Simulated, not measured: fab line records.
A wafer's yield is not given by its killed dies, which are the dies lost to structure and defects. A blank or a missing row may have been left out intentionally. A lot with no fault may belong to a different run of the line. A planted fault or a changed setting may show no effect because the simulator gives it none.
fab line records | flow sky130
record lots=12 wafers=36 lastDay=50
route steps=708 shown VT_ADJUST_NCORE@123 CONTACT@406
lots with no fault: from the same line, run without faults
startH: start of the lot's first displayed wafer, in hours after the record's first day | waitH: hours since the lot's step before | " repeats the value in the row above | L1.1+2: a row that stands for several wafers | - no value present, or no start provided | * or withheld: withheld | < > ~ a bound
route shown NAME@n: names a module that has steps shown in the file, with the first one's number in the route | usual: average and standard deviation across the fault-free wafers | same: alike in all rows | chamber/n: place in a boat | sites: the reading at each site | _std_site: standard deviation across them | _edge_site: outer sites' mean less inner sites' | radiusMm: for every site, how far away it sits from the centre of the wafer | mask NAME#n: copy n | behind: the most recent tool/chamber to have shaped the wafer | hold: why the lot went on hold/how many hours it stayed there/how the hold came to an end | device: transistor that didn't switch, given as n, p or np | end of line: the tests these same wafers got at the end of their route | where a step has no rows: the recipe by itself | killed: dies that structure and defects cost at the first sort, which is not the same as the wafer's yield | map: a wafer's dies, marking killed ones x, the rest . and places with no die _
set.NAME: the setting that was run; set.NAME@STEP: the one run at that earlier step | model.NAME: the simulator's own value behind a step, which no gauge read
a sample of lots followed through the steps of the route, with each step as a table and each wafer as a row
services: the hour from which a tool's chamber was out of use, counted from the record's first day as startH (under 0 if before that day), plus the number of hours and why
## steps
# step SKY_VT_ADJUST_NCORE_EXPOSE_04
# recipe maskId=LVTN_COMPLEMENT_THIN na=0.6 sourceShape=conventional sigmaOuter=0.6 polarization=unpolarized targetCdNm=380 doseMj=139
# usual stageVelMmS=499.96/0.26
# same na=0.6 sigmaOuter=0.6
# columns lot.wafer tool chamber startH waitH mask stageVelMmS
L349.3 ilineStepper-02 0 170.63 - LVTN_COMPLEMENT_THIN#0 499.96
L349.4 " 0 " " LVTN_COMPLEMENT_THIN#0 499.88
L349.5 " 0 " " LVTN_COMPLEMENT_THIN#0 499.49
L351.1 ilineStepper-02 0 191.96 - LVTN_COMPLEMENT_THIN#0 499.45
L351.2 " 0 " " LVTN_COMPLEMENT_THIN#0 499.61
L351.3 " 0 " " LVTN_COMPLEMENT_THIN#0 499.93
L352.2 ilineStepper-02 0 200.98 - LVTN_COMPLEMENT_THIN#0 499.62
L352.4 " 0 " " LVTN_COMPLEMENT_THIN#0 500.08
L352.5 " 0 " " LVTN_COMPLEMENT_THIN#0 500.06
L354.4 ilineStepper-02 0 207.74 - LVTN_COMPLEMENT_THIN#0 499.61
L354.5 " 0 " " LVTN_COMPLEMENT_THIN#0 499.64
L354.6 " 0 " " LVTN_COMPLEMENT_THIN#0 499.82
L353.2 ilineStepper-02 0 209.30 - LVTN_COMPLEMENT_THIN#0 500.23
L353.3 " 0 " " LVTN_COMPLEMENT_THIN#0 500.36
L353.4 " 0 " " LVTN_COMPLEMENT_THIN#0 500.38
L357.3 ilineStepper-01 0 228.41 - LVTN_COMPLEMENT_THIN#0 499.76
L357.5 " 0 " " LVTN_COMPLEMENT_THIN#0 499.93
L357.6 " 0 " " LVTN_COMPLEMENT_THIN#0 499.96
L362.2 ilineStepper-01 0 262.83 - LVTN_COMPLEMENT_THIN#0 499.40
L362.3 " 0 " " LVTN_COMPLEMENT_THIN#0 500.31
L362.6 " 0 " " LVTN_COMPLEMENT_THIN#0 500.11
L363.1 ilineStepper-01 0 269.95 - LVTN_COMPLEMENT_THIN#0 499.82
L363.2 " 0 " " LVTN_COMPLEMENT_THIN#0 500.03
L363.6 " 0 " " LVTN_COMPLEMENT_THIN#0 499.73
L366.1 ilineStepper-02 0 288.35 - LVTN_COMPLEMENT_THIN#0 499.62
L366.2 " 0 " " LVTN_COMPLEMENT_THIN#0 499.94
L366.6 " 0 " " LVTN_COMPLEMENT_THIN#0 499.90
L368.2 ilineStepper-02 0 304.44 - LVTN_COMPLEMENT_THIN#0 500.11
L368.4 " 0 " " LVTN_COMPLEMENT_THIN#0 499.69
L368.6 " 0 " " LVTN_COMPLEMENT_THIN#0 499.91
L369.2 ilineStepper-02 0 308.87 - LVTN_COMPLEMENT_THIN#0 499.74
L369.5 " 0 " " LVTN_COMPLEMENT_THIN#0 500.09
L369.6 " 0 " " LVTN_COMPLEMENT_THIN#0 499.77
L372.1 ilineStepper-02 0 334.94 - LVTN_COMPLEMENT_THIN#0 500.28
L372.5 " 0 " " LVTN_COMPLEMENT_THIN#0 500.18
L372.6 " 0 " " LVTN_COMPLEMENT_THIN#0 500.33
# step SKY_VT_ADJUST_NCORE_OVL_MEAS_08
# usual VT_ADJUST_NCORE_OVL=-0.2/1.4
# columns lot.wafer tool chamber startH waitH VT_ADJUST_NCORE_OVL[nm]
L349.3 overlay-01 - 181.00 0.1 -0.8
L349.4 " - " " -1.2
L349.5 " - " " -0.6
L351.1 overlay-02 - 202.52 0.1 0.5
L351.2 " - " " -1.1
L351.3 " - " " -1.1
L352.2 overlay-01 - 212.08 0.1 -1.6
L352.4 " - " " -2.1
L352.5 " - " " -2.5
L354.4 overlay-01 - 218.60 0.1 -0.4
L354.5 " - " " -0.5
L354.6 " - " " -1.6
L353.2 overlay-01 - 220.78 0.1 -1.1
L353.3 " - " " 0.9
L353.4 " - " " 0.6
L357.3 overlay-01 - 239.68 0.1 -0.8
L357.5 " - " " -0.8
L357.6 " - " " -0.1
L362.2 overlay-01 - 275.09 0.1 156.9
L362.3 " - " " 154.0
L362.6 " - " " 154.4
L363.1 overlay-02 - 281.98 0.1 155.2
L363.2 " - " " 156.2
L363.6 " - " " 155.0
L366.1 overlay-02 - 300.80 0.1 -1.2
L366.2 " - " " 2.1
L366.6 " - " " 1.1
L368.2 overlay-01 - 317.56 0.1 -1.8
L368.4 " - " " 0.6
L368.6 " - " " -0.9
L369.2 overlay-02 - 322.61 0.1 -0.4
L369.5 " - " " -1.5
L369.6 " - " " -0.6
L372.1 overlay-02 - 348.42 0.1 -2.3
L372.5 " - " " -0.4
L372.6 " - " " -2.7
# step SKY_CONTACT_CVD_00
# recipe material=Si3N4 targetThkNm=75 tempC=400 timeS=withheld rfW=450
# usual heaterPowerW=668/96
# columns lot.wafer tool chamber startH waitH heaterPowerW
L349.3 pecvd-03 2 701.74 0.0 749
L349.4 " 1 " " 797
L349.5 " 2 " " 741
L351.1 pecvd-01 0 735.22 0.0 601
L351.2 " 1 " " 794
L351.3 " 2 " " 770
L352.2 pecvd-04 1 744.61 0.0 535
L352.4 " 2 " " 630
L352.5 " 1 " " 547
L354.4 pecvd-03 1 749.13 0.0 709
L354.5 " 1 " " 724
L354.6 " 0 " " 508
L353.2 pecvd-01 0 755.83 0.0 612
L353.3 " 2 " " 744
L353.4 " 0 " " 610
L357.3 pecvd-04 2 775.96 0.0 579
L357.5 " 1 " " 613
L357.6 " 0 " " 637
L362.2 pecvd-04 0 813.03 0.0 711
L362.3 " 2 " " 640
L362.6 " 2 " " 653
L363.1 pecvd-01 0 824.46 0.0 636
L363.2 " 2 " " 787
L363.6 " 0 " " 639
L366.1 pecvd-01 2 842.22 0.0 758
L366.2 " 1 " " 793
L366.6 " 2 " " 767
L368.2 pecvd-03 0 853.81 0.0 490
L368.4 " 1 " " 764
L368.6 " 0 " " 488
L369.2 pecvd-01 2 861.62 0.0 827
L369.5 " 1 " " 769
L369.6 " 2 " " 818
L372.1 pecvd-01 2 882.23 0.0 738
L372.5 " 2 " " 745
L372.6 " 0 " " 571
# step SKY_CONTACT_THK_MEAS_03
# recipe reads=SiO2_of_CONTACT_HDPCVD_02
# usual CONTACT_HDPCVD_THK=564/4.7
# columns lot.wafer tool chamber startH waitH CONTACT_HDPCVD_THK[nm]
L349.3 filmMetro-02 - 701.92 0.1 571
L349.4 " - " " 563
L349.5 " - " " 563
L351.1 filmMetro-02 - 735.38 0.0 566
L351.2 " - " " 566
L351.3 " - " " 569
L352.2 filmMetro-03 - 744.78 0.0 565
L352.4 " - " " 560
L352.5 " - " " 562
L354.4 filmMetro-03 - 749.32 0.0 565
L354.5 " - " " 564
L354.6 " - " " 569
L353.2 filmMetro-04 - 756.00 0.0 553
L353.3 " - " " 560
L353.4 " - " " 562
L357.3 filmMetro-04 - 776.18 0.1 567
L357.5 " - " " 560
L357.6 " - " " 561
L362.2 filmMetro-03 - 813.21 0.0 568
L362.3 " - " " 569
L362.6 " - " " 557
L363.1 filmMetro-04 - 824.62 0.0 568
L363.2 " - " " 569
L363.6 " - " " 565
L366.1 filmMetro-03 - 842.40 0.0 570
L366.2 " - " " 570
L366.6 " - " " 568
L368.2 filmMetro-03 - 853.98 0.0 566
L368.4 " - " " 567
L368.6 " - " " 567
L369.2 filmMetro-04 - 861.79 0.0 564
L369.5 " - " " 560
L369.6 " - " " 560
L372.1 filmMetro-02 - 882.39 0.0 559
L372.5 " - " " 568
L372.6 " - " " 561
# step SKY_CONTACT_THK_MEAS_26
# recipe thkMeasGauge=xrf reads=W_of_CONTACT_CVD_24
# usual CONTACT_W_THK=348/4.9
# columns lot.wafer tool chamber startH waitH CONTACT_W_THK[nm]
L349.3 filmMetro-03 - 731.44 0.1 350
L349.4 " - " " 349
L349.5 " - " " 351
L351.1 filmMetro-04 - 765.12 0.1 344
L351.2 " - " " 351
L351.3 " - " " 341
L352.2 filmMetro-02 - 774.29 0.1 342
L352.4 " - " " 341
L352.5 " - " " 343
L354.4 filmMetro-03 - 778.53 0.1 350
L354.5 " - " " 351
L354.6 " - " " 344
L353.2 filmMetro-03 - 785.08 0.1 346
L353.3 " - " " 343
L353.4 " - " " 338
L357.3 filmMetro-03 - 804.16 0.1 341
L357.5 " - " " 348
L357.6 " - " " 343
L362.2 filmMetro-02 - 841.68 0.1 362
L362.3 " - " " 347
L362.6 " - " " 350
L363.1 filmMetro-03 - 852.45 0.1 344
L363.2 " - " " 349
L363.6 " - " " 347
L366.1 filmMetro-04 - 870.22 0.1 353
L366.2 " - " " 350
L366.6 " - " " 346
L368.2 filmMetro-03 - 881.23 0.1 346
L368.4 " - " " 351
L368.6 " - " " 342
L369.2 filmMetro-02 - 889.55 0.1 345
L369.5 " - " " 358
L369.6 " - " " 351
L372.1 filmMetro-03 - 909.45 0.1 342
L372.5 " - " " 351
L372.6 " - " " 341
## services
# columns tool chamber startH hours kind
pecvd-01 2 165.04 11.7 repair
ilineStepper-01 - 283.40 4.1 repair
pecvd-03 2 306.71 6.1 repair
ilineStepper-02 - 311.83 14.4 repair
pecvd-01 - 331.83 14.6 pm
ilineStepper-02 - 335.44 1.7 pm
pecvd-04 - 336.42 2.7 repair
pecvd-03 - 343.24 0.5 repair
pecvd-04 1 347.17 6.2 repair
ilineStepper-02 - 368.89 22.4 repair
pecvd-04 - 444.91 1.2 repair
pecvd-01 2 446.54 17.0 repair
pecvd-03 2 457.72 16.7 repair
pecvd-01 1 484.86 2.5 repair
ilineStepper-01 - 506.66 2.1 pm
ilineStepper-01 - 515.34 1.7 pm
ilineStepper-02 - 553.71 1.7 pm
ilineStepper-02 - 559.40 3.5 repair
ilineStepper-02 - 615.61 3.6 repair
pecvd-01 2 657.59 4.7 repair
pecvd-01 - 673.56 0.6 repair
ilineStepper-02 - 771.80 1.7 pm
pecvd-01 0 839.65 11.5 repair
ilineStepper-02 - 853.15 16.6 repair
## key
firstSign step=SKY_VT_ADJUST_NCORE_OVL_MEAS_08 reading=VT_ADJUST_NCORE_OVL direction=up sigmas=99+ usual=-0.2 struck=155.3
effect none on later readings
metAt SKY_VT_ADJUST_NCORE_EXPOSE_04
struckLots L362,L363
testerLeftOut L362,L363
notActingAt SKY_CONTACT_CVD_00,SKY_CONTACT_THK_MEAS_03,SKY_CONTACT_THK_MEAS_26
onsetBetween 228.41 262.83
fault kind=scannerMatchingOverlay tool=ilineStepper-01 chamber=- onsetH=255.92 steps=SKY_VT_ADJUST_NCORE_EXPOSE_04 offset=154.14
# testerLeftOut: of these lots the tester's yield and bins aren't shown, on N5 and GAA mostly nor the transistor test; their killed dies are dies lost to structure and defects alone, not to doping, threshold or leakage, so they don't give the yield
